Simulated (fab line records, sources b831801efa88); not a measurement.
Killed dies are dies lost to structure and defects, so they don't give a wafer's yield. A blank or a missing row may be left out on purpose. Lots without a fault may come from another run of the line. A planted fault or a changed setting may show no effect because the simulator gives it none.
Chamber matching | flow sky130 | SKY_VIA3_CMP_02 on cmp-02: 4 sister chambers
The step polishes SiO2. 4 wafers are shown with their chamber, then 12 later ones without.

WAFERS WITH THEIR CHAMBER
wafer  | chamber | motor_current_A (A)
L086.6 | 1       | 11.2
L090.5 | 0       | 13.8
L091.4 | 3       | 11.3
L091.5 | 2       | 12.6

WAFERS WITHOUT THEIR CHAMBER
wafer  | motor_current_A (A)
L092.3 | 12.6
L092.4 | 11.2
L092.6 | 11.1
L093.2 | 14.1
L093.4 | 11.0
L093.5 | 13.6
L095.1 | 14.0
L095.4 | 11.0
L095.6 | 14.1
L096.3 | 11.4
L096.4 | 12.5
L096.5 | 12.8

WHICH CHAMBER EACH WENT THROUGH
wafer  | from the rows above     | in truth
L092.3 | 2                       | 2
L092.4 | can't be placed: 1 or 3 | 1
L092.6 | can't be placed: 1 or 3 | 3
L093.2 | 0                       | 0
L093.4 | can't be placed: 1 or 3 | 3
L093.5 | 0                       | 0
L095.1 | 0                       | 0
L095.4 | can't be placed: 1 or 3 | 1
L095.6 | 0                       | 0
L096.3 | can't be placed: 3 or 1 | 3
L096.4 | 2                       | 2
L096.5 | 2                       | 2
Placed correctly: 7 of 12. Can't be placed from these rows: 5 (the true chamber is among the candidates in 5). Placed wrongly: 0.
How it was worked out, from the rows above alone: a wafer's distance from a chamber is the root of the sum, over the readings, of the square of ((its reading less the chamber's mean) divided by the reading's scatter). The wafer belongs to the nearest chamber; if the next one is less than 2 further off, it can't be placed. A chamber's mean is the mean of its shown wafers. The scatter: with one shown wafer a chamber, the root of the mean of the squares of how far each hidden wafer lies from its nearest shown one.
